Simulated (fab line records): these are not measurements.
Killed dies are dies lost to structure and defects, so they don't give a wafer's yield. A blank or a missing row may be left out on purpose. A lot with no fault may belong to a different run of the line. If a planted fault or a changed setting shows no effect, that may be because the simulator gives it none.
fab line records | flow sky130
[record] lots = 6 | wafers = 18 | last_day = 50
route steps=708 shown VIA3@593 METAL4@598 CAP2M@603 PAD_OPEN@708
lots with no fault: from the same line, run without faults
start_h: hours from the record's opening day to when the first of the lot's shown wafers began | wait_h: time in hours since the lot's previous step | " same as the row above | L1.1+2: one row covering several wafers at once | - no value, or no start given | * or withheld: withheld | < > ~ a bound
route shown NAME@n: names a module that has steps shown in the file, with the first one's number in the route | usual: mean/standard deviation taken from wafers without a fault | same: alike in all rows | chamber/n: place in a boat | sites: per-site readings | _std_site: the values' standard deviation | _edge_site: outer sites' mean less inner sites' | radius_mm: how far each site lies from the wafer's centre | mask NAME#n: copy n | behind: the most recent tool/chamber to have shaped the wafer | hold: cause of the lot's hold/its duration in hours/its outcome | device: transistor that didn't switch, given as n, p or np | end of line: tests of these same wafers at the route's end | for a step that has no rows: nothing shown but its recipe | killed: dies lost to structure and defects at the first sort, not the wafer's yield | map: the dies of a wafer, with x for killed, . for not killed, _ for no die there
set.NAME: setting as actually run; set.NAME@STEP: the setting as run at that earlier step | model.NAME: the simulator's own value behind a step, which no gauge read
certain route steps with their lots: each step a table, each wafer a row
services: from which hour (start_h, from the record's first day; less than 0 if before it) a tool's chamber was out of use, for how many hours, and why
[[steps]]
[step SKY_VIA3_SPUTTER_20]
[recipe] material = TiN | target_thk_nm = 20 | chamber_pressure_pa = 5 | power_w = 4000 | time_s = 80
[usual] cathode_dc_power_W = 4000.1/0.69 | throttle_valve_pct = 29.7/1.1
lot.wafer | tool           | chamber | start_h | wait_h | cathode_dc_power_W | throttle_valve_pct
L696.2    | pvd_sputter-04 | -       | 939.83  | 0.0    | 4000.1             | 30.4
L696.4    | "              | -       | "       | "      | 3999.4             | 27.9
L696.5    | "              | -       | "       | "      | 3998.4             | 28.4
L699.2    | pvd_sputter-04 | -       | 977.04  | 0.0    | 3999.8             | 28.5
L699.3    | "              | -       | "       | "      | 4000.4             | 29.9
L699.4    | "              | -       | "       | "      | 3999.8             | 27.8
L700.2    | pvd_sputter-01 | -       | 979.75  | 0.0    | 3999.3             | 30.5
L700.4    | "              | -       | "       | "      | 3999.4             | 30.9
L700.5    | "              | -       | "       | "      | 4000.3             | 30.4
L712.2    | pvd_sputter-03 | -       | 1052.06 | 0.0    | 4000.1             | 29.8
L712.3    | "              | -       | "       | "      | 3999.5             | 28.6
L712.4    | "              | -       | "       | "      | 4001.2             | 30.7
L714.1    | pvd_sputter-03 | -       | 1067.03 | 0.0    | 4001.0             | 28.7
L714.3    | "              | -       | "       | "      | 4000.6             | 30.9
L714.6    | "              | -       | "       | "      | 3999.6             | 31.2
L715.2    | pvd_sputter-03 | -       | 1074.19 | 0.0    | 4000.6             | 31.3
L715.4    | "              | -       | "       | "      | 4000.9             | 30.1
L715.5    | "              | -       | "       | "      | 3999.4             | 30.8
[step SKY_VIA3_CVD_21]
[recipe] material = W | target_thk_nm = 390 | time_s = 117.31 | temp_c = 400 | pressure_torr = 40
[usual] heater_power_w = 887/83
lot.wafer | tool     | chamber | start_h | wait_h | heater_power_w
L696.2    | cvd_w-02 | 1       | 939.89  | 0.0    | 891
L696.4    | "        | 1       | "       | "      | 896
L696.5    | "        | 0       | "       | "      | 785
L699.2    | cvd_w-01 | 1       | 977.11  | 0.0    | 851
L699.3    | "        | 0       | "       | "      | 1045
L699.4    | "        | 1       | "       | "      | 891
L700.2    | cvd_w-02 | 1       | 979.81  | 0.0    | 902
L700.4    | "        | 0       | "       | "      | 769
L700.5    | "        | 0       | "       | "      | 776
L712.2    | cvd_w-01 | 1       | 1052.12 | 0.0    | 872
L712.3    | "        | 1       | "       | "      | 874
L712.4    | "        | 0       | "       | "      | 1039
L714.1    | cvd_w-01 | 0       | 1067.09 | 0.0    | 1020
L714.3    | "        | 0       | "       | "      | 1023
L714.6    | "        | 1       | "       | "      | 881
L715.2    | cvd_w-01 | 1       | 1074.25 | 0.0    | 884
L715.4    | "        | 0       | "       | "      | 1007
L715.5    | "        | 1       | "       | "      | 880
[step SKY_VIA3_RS_MEAS_22]
[recipe] thk_meas_gauge = four-point-probe | reads = W_of_VIA3_CVD_21+TiN_of_VIA3_SPUTTER_20
[usual] VIA3_W_RS = 0.292/0.0048
lot.wafer | tool          | chamber | start_h | wait_h | VIA3_W_RS[ohm/sq]
L696.2    | film_metro-02 | -       | 940.03  | 0.1    | 0.287
L696.4    | "             | -       | "       | "      | 0.290
L696.5    | "             | -       | "       | "      | 0.294
L699.2    | film_metro-02 | -       | 977.25  | 0.1    | 0.292
L699.3    | "             | -       | "       | "      | 0.289
L699.4    | "             | -       | "       | "      | 0.295
L700.2    | film_metro-04 | -       | 979.95  | 0.1    | 0.290
L700.4    | "             | -       | "       | "      | 0.300
L700.5    | "             | -       | "       | "      | 0.301
L712.2    | film_metro-04 | -       | 1052.26 | 0.1    | 0.296
L712.3    | "             | -       | "       | "      | 0.293
L712.4    | "             | -       | "       | "      | 0.287
L714.1    | film_metro-04 | -       | 1067.21 | 0.1    | 0.285
L714.3    | "             | -       | "       | "      | 0.284
L714.6    | "             | -       | "       | "      | 0.291
L715.2    | film_metro-03 | -       | 1074.39 | 0.1    | 0.287
L715.4    | "             | -       | "       | "      | 0.285
L715.5    | "             | -       | "       | "      | 0.288
[step SKY_VIA3_THK_MEAS_23]
[recipe] thk_meas_gauge = xrf | reads = W_of_VIA3_CVD_21
[usual] VIA3_W_THK = 396/7.9
lot.wafer | tool          | chamber | start_h | wait_h | VIA3_W_THK[nm]
L696.2    | film_metro-02 | -       | 940.14  | 0.1    | 411
L696.4    | "             | -       | "       | "      | 407
L696.5    | "             | -       | "       | "      | 401
L699.2    | film_metro-02 | -       | 977.36  | 0.1    | 410
L699.3    | "             | -       | "       | "      | 412
L699.4    | "             | -       | "       | "      | 405
L700.2    | film_metro-04 | -       | 980.06  | 0.1    | 397
L700.4    | "             | -       | "       | "      | 384
L700.5    | "             | -       | "       | "      | 383
L712.2    | film_metro-04 | -       | 1052.37 | 0.1    | 388
L712.3    | "             | -       | "       | "      | 392
L712.4    | "             | -       | "       | "      | 399
L714.1    | film_metro-04 | -       | 1067.33 | 0.1    | 401
L714.3    | "             | -       | "       | "      | 403
L714.6    | "             | -       | "       | "      | 396
L715.2    | film_metro-03 | -       | 1074.50 | 0.1    | 400
L715.4    | "             | -       | "       | "      | 400
L715.5    | "             | -       | "       | "      | 399
[step SKY_VIA3_CMP_24]
[recipe] stop_on = SiO2 | t_overpolish_s = 20 | down_force_psi = 3.5 | platen_rpm = 60 | target_thk_nm = 0 | pad_velocity_m_s = 0.94248
[step SKY_METAL4_SPUTTER_00]
[recipe] material = Ti | target_thk_nm = 15 | power_w = 3000 | time_s = 10 | chamber_pressure_pa = 0.4
[usual] cathode_dc_power_W = 3000.0/0.53 | throttle_valve_pct = 30.1/0.93
lot.wafer | tool           | chamber | start_h | wait_h | cathode_dc_power_W | throttle_valve_pct
L696.2    | pvd_sputter-03 | -       | 940.49  | 0.1    | 3000.5             | 30.0
L696.4    | "              | -       | "       | "      | 3000.7             | 31.0
L696.5    | "              | -       | "       | "      | 2999.9             | 28.8
L699.2    | pvd_sputter-02 | -       | 977.71  | 0.1    | 3000.8             | 28.4
L699.3    | "              | -       | "       | "      | 2999.9             | 29.2
L699.4    | "              | -       | "       | "      | 3000.1             | 31.1
L700.2    | pvd_sputter-02 | -       | 980.52  | 0.2    | 3000.7             | 29.4
L700.4    | "              | -       | "       | "      | 2999.8             | 30.2
L700.5    | "              | -       | "       | "      | 2999.5             | 31.3
L712.2    | pvd_sputter-03 | -       | 1052.72 | 0.1    | 3001.0             | 28.5
L712.3    | "              | -       | "       | "      | 3000.3             | 30.5
L712.4    | "              | -       | "       | "      | 2999.7             | 31.4
L714.1    | pvd_sputter-03 | -       | 1067.77 | 0.1    | 2999.9             | 29.8
L714.3    | "              | -       | "       | "      | 2999.5             | 29.0
L714.6    | "              | -       | "       | "      | 3001.0             | 29.1
L715.2    | pvd_sputter-03 | -       | 1075.29 | 0.2    | 3000.0             | 28.9
L715.4    | "              | -       | "       | "      | 3000.8             | 30.9
L715.5    | "              | -       | "       | "      | 3000.0             | 28.9
[step SKY_METAL4_SPUTTER_01]
[recipe] material = TiN | target_thk_nm = 20 | power_w = 6500 | time_s = 16.7 | chamber_pressure_pa = 0.4
[step SKY_METAL4_SPUTTER_02]
[recipe] material = AlCu | target_thk_nm = 735 | power_w = 10600 | time_s = 39.1 | chamber_pressure_pa = 0.4
[step SKY_METAL4_SPUTTER_03]
[recipe] material = Ti | target_thk_nm = 5 | power_w = 3000 | time_s = 3.3 | chamber_pressure_pa = 0.4
[usual] cathode_dc_power_W = 3000.0/0.55 | throttle_valve_pct = 30.1/0.92
lot.wafer | tool           | chamber | start_h | wait_h | cathode_dc_power_W | throttle_valve_pct
L696.2    | pvd_sputter-03 | -       | 940.58  | 0.0    | 3000.9             | 29.9
L696.4    | "              | -       | "       | "      | 3000.7             | 31.1
L696.5    | "              | -       | "       | "      | 3000.1             | 28.5
L699.2    | pvd_sputter-02 | -       | 977.79  | 0.0    | 2999.4             | 28.6
L699.3    | "              | -       | "       | "      | 2999.3             | 29.5
L699.4    | "              | -       | "       | "      | 2999.5             | 31.2
L700.2    | pvd_sputter-02 | -       | 980.61  | 0.0    | 3000.1             | 29.4
L700.4    | "              | -       | "       | "      | 2999.9             | 30.2
L700.5    | "              | -       | "       | "      | 3000.2             | 31.0
L712.2    | pvd_sputter-03 | -       | 1052.81 | 0.0    | 2999.6             | 28.7
L712.3    | "              | -       | "       | "      | 2999.5             | 31.1
L712.4    | "              | -       | "       | "      | 3000.0             | 31.2
L714.1    | pvd_sputter-03 | -       | 1067.86 | 0.0    | 3000.4             | 30.2
L714.3    | "              | -       | "       | "      | 2999.5             | 29.1
L714.6    | "              | -       | "       | "      | 3000.8             | 28.8
L715.2    | pvd_sputter-03 | -       | 1075.38 | 0.0    | 3000.3             | 28.8
L715.4    | "              | -       | "       | "      | 3000.5             | 31.0
L715.5    | "              | -       | "       | "      | 3000.1             | 28.7
[step SKY_METAL4_SPUTTER_04]
[recipe] material = TiN | target_thk_nm = 70 | power_w = 6500 | time_s = 58.3 | chamber_pressure_pa = 0.4
[usual] cathode_dc_power_W = 6499.9/1.2 | throttle_valve_pct = 30.1/0.93
lot.wafer | tool           | chamber | start_h | wait_h | cathode_dc_power_W | throttle_valve_pct
L696.2    | pvd_sputter-03 | -       | 940.60  | 0.0    | 6499.5             | 29.9
L696.4    | "              | -       | "       | "      | 6499.7             | 31.0
L696.5    | "              | -       | "       | "      | 6499.1             | 28.8
L699.2    | pvd_sputter-02 | -       | 977.81  | 0.0    | 6500.4             | 28.5
L699.3    | "              | -       | "       | "      | 6500.0             | 29.4
L699.4    | "              | -       | "       | "      | 6500.2             | 31.5
L700.2    | pvd_sputter-02 | -       | 980.63  | 0.0    | 6498.4             | 29.1
L700.4    | "              | -       | "       | "      | 6500.3             | 30.3
L700.5    | "              | -       | "       | "      | 6499.2             | 31.1
L712.2    | pvd_sputter-03 | -       | 1052.83 | 0.0    | 6499.3             | 28.6
L712.3    | "              | -       | "       | "      | 6501.8             | 30.9
L712.4    | "              | -       | "       | "      | 6499.9             | 31.1
L714.1    | pvd_sputter-03 | -       | 1067.87 | 0.0    | 6500.6             | 29.7
L714.3    | "              | -       | "       | "      | 6498.8             | 29.1
L714.6    | "              | -       | "       | "      | 6500.0             | 28.7
L715.2    | pvd_sputter-03 | -       | 1075.40 | 0.0    | 6496.5             | 28.6
L715.4    | "              | -       | "       | "      | 6498.9             | 30.9
L715.5    | "              | -       | "       | "      | 6500.4             | 28.8
[step SKY_CAP2M_CVD_00]
[recipe] material = SiO2 | target_thk_nm = 15.5 | temp_c = 400 | time_s = withheld | rf_w = 450
[step SKY_CAP2M_THK_MEAS_01]
[recipe] reads = SiO2_of_CAP2M_CVD_00
[usual] CAP2M_CVD_00_THK = 15.53/0.21
lot.wafer | tool          | chamber | start_h | wait_h | CAP2M_CVD_00_THK[nm]
L696.2    | film_metro-03 | -       | 940.68  | -      | 15.35
L696.4    | "             | -       | "       | "      | 15.94
L696.5    | "             | -       | "       | "      | 15.85
L699.2    | film_metro-03 | -       | 977.89  | -      | 15.45
L699.3    | "             | -       | "       | "      | 15.22
L699.4    | "             | -       | "       | "      | 15.66
L700.2    | film_metro-03 | -       | 980.71  | -      | 15.31
L700.4    | "             | -       | "       | "      | 15.56
L700.5    | "             | -       | "       | "      | 15.45
L712.2    | film_metro-01 | -       | 1052.91 | -      | 15.40
L712.3    | "             | -       | "       | "      | 15.53
L712.4    | "             | -       | "       | "      | 15.38
L714.1    | film_metro-01 | -       | 1067.95 | -      | 15.55
L714.3    | "             | -       | "       | "      | 15.49
L714.6    | "             | -       | "       | "      | 15.81
L715.2    | film_metro-04 | -       | 1075.48 | -      | 15.26
L715.4    | "             | -       | "       | "      | 15.56
L715.5    | "             | -       | "       | "      | 15.57
[step SKY_CAP2M_SPUTTER_02]
[recipe] material = TiN | target_thk_nm = 200 | temp_c = 300 | power_w = 6500 | time_s = 166.7 | chamber_pressure_pa = 0.4
[usual] cathode_dc_power_W = 6500.0/1.2 | throttle_valve_pct = 29.7/1.1
lot.wafer | tool           | chamber | start_h | wait_h | cathode_dc_power_W | throttle_valve_pct | model.TiN_of_CAP2M_SPUTTER_02.thk_nm
L696.2    | pvd_sputter-04 | -       | 940.73  | 0.0    | 6501.4             | 30.2               | 196
L696.4    | "              | -       | "       | "      | 6501.1             | 28.5               | 197
L696.5    | "              | -       | "       | "      | 6500.1             | 27.6               | 200.5
L699.2    | pvd_sputter-04 | -       | 977.94  | 0.0    | 6499.0             | 29.9               | 195.6
L699.3    | "              | -       | "       | "      | 6501.4             | 29.2               | 197
L699.4    | "              | -       | "       | "      | 6499.9             | 28.6               | 195.7
L700.2    | pvd_sputter-01 | -       | 980.76  | 0.0    | 6499.4             | 29.6               | 203.5
L700.4    | "              | -       | "       | "      | 6500.8             | 30.8               | 201.4
L700.5    | "              | -       | "       | "      | 6499.9             | 30.6               | 202.5
L712.2    | pvd_sputter-01 | -       | 1052.96 | 0.0    | 3516.7             | 30.8               | 108.3
L712.3    | "              | -       | "       | "      | 3517.8             | 30.5               | 109.7
L712.4    | "              | -       | "       | "      | 3516.5             | 31.0               | 112.4
L714.1    | pvd_sputter-01 | -       | 1068.01 | 0.1    | 3515.4             | 30.4               | 106.6
L714.3    | "              | -       | "       | "      | 3518.5             | 30.6               | 106.3
L714.6    | "              | -       | "       | "      | 3519.6             | 30.9               | 108.9
L715.2    | pvd_sputter-02 | -       | 1075.53 | 0.0    | 6500.7             | 28.8               | 199.5
L715.4    | "              | -       | "       | "      | 6499.9             | 31.2               | 198.9
L715.5    | "              | -       | "       | "      | 6498.2             | 30.1               | 202
[step SKY_CAP2M_RS_MEAS_03]
[recipe] thk_meas_gauge = four-point-probe | reads = TiN_of_CAP2M_SPUTTER_02
[usual] CAP2M_TIN_RS = 6.88/0.076
lot.wafer | tool          | chamber | start_h | wait_h | hold                     | CAP2M_TIN_RS[ohm/sq]
L696.2    | film_metro-03 | -       | 940.86  | 0.1    | -                        | 7.05
L696.4    | "             | -       | "       | "      | -                        | 7.01
L696.5    | "             | -       | "       | "      | -                        | 6.90
L699.2    | film_metro-01 | -       | 978.07  | 0.1    | -                        | 7.08
L699.3    | "             | -       | "       | "      | -                        | 7.03
L699.4    | "             | -       | "       | "      | -                        | 7.07
L700.2    | film_metro-04 | -       | 980.89  | 0.1    | -                        | 6.77
L700.4    | "             | -       | "       | "      | -                        | 6.84
L700.5    | "             | -       | "       | "      | -                        | 6.81
L712.2    | film_metro-04 | -       | 1053.09 | 0.1    | await_dispo/0.2h/release | 12.98
L712.3    | "             | -       | "       | "      | await_dispo/0.2h/release | 12.79
L712.4    | "             | -       | "       | "      | await_dispo/0.2h/release | 12.48
L712.2    | film_metro-04 | -       | 1053.37 | 0.3    | -                        | 12.98
L712.3    | "             | -       | "       | "      | -                        | 12.80
L712.4    | "             | -       | "       | "      | -                        | 12.49
L714.1    | film_metro-04 | -       | 1068.11 | 0.1    | await_dispo/0.2h/release | 13.20
L714.3    | "             | -       | "       | "      | await_dispo/0.2h/release | 13.26
L714.6    | "             | -       | "       | "      | await_dispo/0.2h/release | 12.92
L714.1    | film_metro-04 | -       | 1068.40 | 0.3    | -                        | 13.19
L714.3    | "             | -       | "       | "      | -                        | 13.23
L714.6    | "             | -       | "       | "      | -                        | 12.91
L715.2    | film_metro-04 | -       | 1075.67 | 0.1    | -                        | 6.91
L715.4    | "             | -       | "       | "      | -                        | 6.94
L715.5    | "             | -       | "       | "      | -                        | 6.82
[step SKY_PAD_OPEN_PROBE_99]
[usual] defect_limited_yield = 81.8/2 | killed_at_M0_to_M3 = 44/7.5 | killed_at_M4_up = 3.3/1.8 | killed_at_contacts = 25/5.9 | killed_at_front_end = 16/4.7 | killed_at_other = 0.3/0.52 | killed_dies = 89/9.9 | killed_open = 49/7.8 | killed_short = 40/5.8 | sort_bin_3_pad_short = 0.9/0.43 | sort_bin_5_function = 10.8/1.5 | sort_bin_6_memory = 6.4/1.1 | sort_n_pass = 403/9.9 | sort_yield_pct = 81.8/2
[same] gross_dies = 492 | killed_at_back_side = 0 | sort_bin_4_leakage[%] = 0 | sort_bin_8_speed[%] = 0
lot.wafer | tool      | chamber | start_h | wait_h | defect_limited_yield[%] | killed_at_M0_to_M3 | killed_at_M4_up | killed_at_contacts | killed_at_front_end | killed_at_other | killed_dies | killed_open | killed_short | sort_bin_3_pad_short[%] | sort_bin_5_function[%] | sort_bin_6_memory[%] | sort_n_pass | sort_yield_pct[%]
L696.2    | prober-01 | -       | 1083.43 | 0.1    | 81.3                    | 51                 | 3               | 24                 | 14                  | 0               | 92          | 45          | 46           | 0.4                     | 12.0                   | 6.3                  | 400         | 81.3
L696.4    | prober-01 | -       | 1083.53 | 0.2    | 80.5                    | 47                 | 5               | 26                 | 18                  | 0               | 96          | 61          | 35           | 0.8                     | 11.2                   | 7.5                  | 396         | 80.5
L696.5    | prober-01 | -       | 1083.58 | 0.2    | 83.3                    | 42                 | 5               | 24                 | 11                  | 0               | 82          | 48          | 34           | 1.4                     | 8.9                    | 6.3                  | 410         | 83.3
L715.2    | prober-02 | -       | 1195.41 | 0.1    | 84.1                    | 43                 | 5               | 20                 | 10                  | 0               | 78          | 45          | 33           | 0.8                     | 9.6                    | 5.5                  | 414         | 84.1
L715.4    | prober-02 | -       | 1195.51 | 0.2    | 79.3                    | 58                 | 3               | 24                 | 17                  | 0               | 102         | 48          | 54           | 1.2                     | 12.4                   | 7.1                  | 390         | 79.3
L715.5    | prober-02 | -       | 1195.56 | 0.2    | 82.7                    | 47                 | 4               | 16                 | 18                  | 0               | 85          | 55          | 30           | 0.6                     | 10.4                   | 6.3                  | 407         | 82.7
// killed by level:class
L696.2 VIA3:geometric_particle:open=13 VIA1:geometric_particle:open=12 CONTACT:geometric_particle:short=11 VIA1:geometric_particle:short=6 FIELD_ISO:geometric_particle:short=5 CONTACT:geometric_particle:open=5 LI_CONTACT:geometric_particle:open=4 LOCAL_INTERCONNECT:geometric_particle:short=4
L696.4 VIA1:geometric_particle:open=12 CONTACT:geometric_particle:open=12 VIA3:geometric_particle:open=9 FIELD_ISO:geometric_particle:open=7 LI_CONTACT:geometric_particle:open=6 VIA2:geometric_particle:open=6 METAL1:geometric_particle:short=5 CONTACT:geometric_particle:short=4
L696.5 VIA1:geometric_particle:open=14 LI_CONTACT:geometric_particle:open=9 CONTACT:geometric_particle:open=7 VIA1:geometric_particle:short=6 VIA3:geometric_particle:open=5 CONTACT:geometric_particle:short=4 VIA2:geometric_particle:open=4 FIELD_ISO:geometric_particle:short=3
L715.2 VIA1:geometric_particle:open=12 CONTACT:geometric_particle:open=9 VIA1:geometric_particle:short=8 VIA2:geometric_particle:open=7 VIA3:geometric_particle:short=5 POLY_GATE:geometric_particle:open=4 LOCAL_INTERCONNECT:geometric_particle:short=4 METAL1:geometric_particle:short=4
L715.4 VIA1:geometric_particle:short=12 VIA2:geometric_particle:open=11 VIA1:geometric_particle:open=10 METAL1:geometric_particle:short=9 CONTACT:geometric_particle:open=8 POLY_GATE:geometric_particle:open=7 CONTACT:geometric_particle:short=7 METAL2:geometric_particle:short=6
L715.5 VIA1:geometric_particle:open=15 VIA2:geometric_particle:open=8 VIA3:geometric_particle:open=6 LI_CONTACT:geometric_particle:open=5 CONTACT:geometric_particle:open=5 FIELD_ISO:geometric_particle:open=4 POLY_GATE:geometric_particle:open=4 POLY_GATE:geometric_particle:short=4
[[services]]
tool           | chamber | start_h | hours | kind
pvd_sputter-04 | 2       | 918.71  | -     | consumable_replace:kit
pvd_sputter-04 | 2       | 918.71  | 18.0  | scheduled_down
pvd_sputter-04 | 2       | 918.71  | 18.0  | vent_cycle
cvd_w-01       | -       | 920.73  | 2.1   | repair
pvd_sputter-04 | -       | 921.83  | 1.7   | repair
pvd_sputter-03 | 0       | 927.54  | -     | consumable_replace:kit
pvd_sputter-03 | 0       | 927.54  | 18.0  | scheduled_down
pvd_sputter-03 | 0       | 927.54  | 18.0  | vent_cycle
cvd_w-01       | 0       | 929.31  | 10.7  | repair
pvd_sputter-02 | -       | 933.33  | 1.2   | repair
pvd_sputter-02 | -       | 935.67  | 5.1   | repair
pvd_sputter-04 | -       | 942.29  | 3.1   | repair
pvd_sputter-02 | 1       | 952.07  | -     | consumable_replace:kit
pvd_sputter-02 | 1       | 952.07  | 18.0  | scheduled_down
pvd_sputter-02 | 1       | 952.07  | 18.0  | vent_cycle
pvd_sputter-01 | 3       | 985.11  | -     | consumable_replace:kit
pvd_sputter-01 | 3       | 985.11  | 18.0  | scheduled_down
pvd_sputter-01 | 3       | 985.11  | 18.0  | vent_cycle
cvd_w-02       | -       | 1002.68 | 6.9   | pm
pvd_sputter-01 | -       | 1002.92 | 2.7   | repair
pvd_sputter-01 | -       | 1052.08 | 0.5   | repair
pvd_sputter-02 | -       | 1056.55 | 1.4   | repair
pvd_sputter-04 | -       | 1073.26 | 4.2   | repair
pvd_sputter-01 | -       | 1073.89 | 8.8   | repair
[[key]]
[first_sign] step = SKY_CAP2M_SPUTTER_02 | reading = cathode_dc_power_W | direction = down | sigmas = 99+ | usual = 6500.0 | struck = 3517.4
[effect] step = SKY_CAP2M_RS_MEAS_03 | reading = visit | direction = added
[effect] step = SKY_CAP2M_RS_MEAS_03 | reading = CAP2M_TIN_RS | direction = up | sigmas = 80 | usual = 6.88 | struck = 12.94
[model_effect] step = SKY_CAP2M_SPUTTER_02 | value = TiN_of_CAP2M_SPUTTER_02.thk_nm | without = 200.5 | struck = 108.7
met_at SKY_CAP2M_SPUTTER_02
struck_wafers L712.2,L712.3,L712.4,L714.1,L714.3,L714.6
scrapped_behind SKY_CAP2M_RS_MEAS_03 L712.2,L712.3,L712.4,L714.1,L714.3,L714.6
onset_between 980.76 1052.96
[fault] kind = process_parameter_drift | tool = pvd_sputter-01 | chamber = - | onset_h = 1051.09 | steps = SKY_CAP2M_SPUTTER_02 | channel = power_w | offset = * | shape = step | end_h = 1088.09 | acts_in = * | stated = *
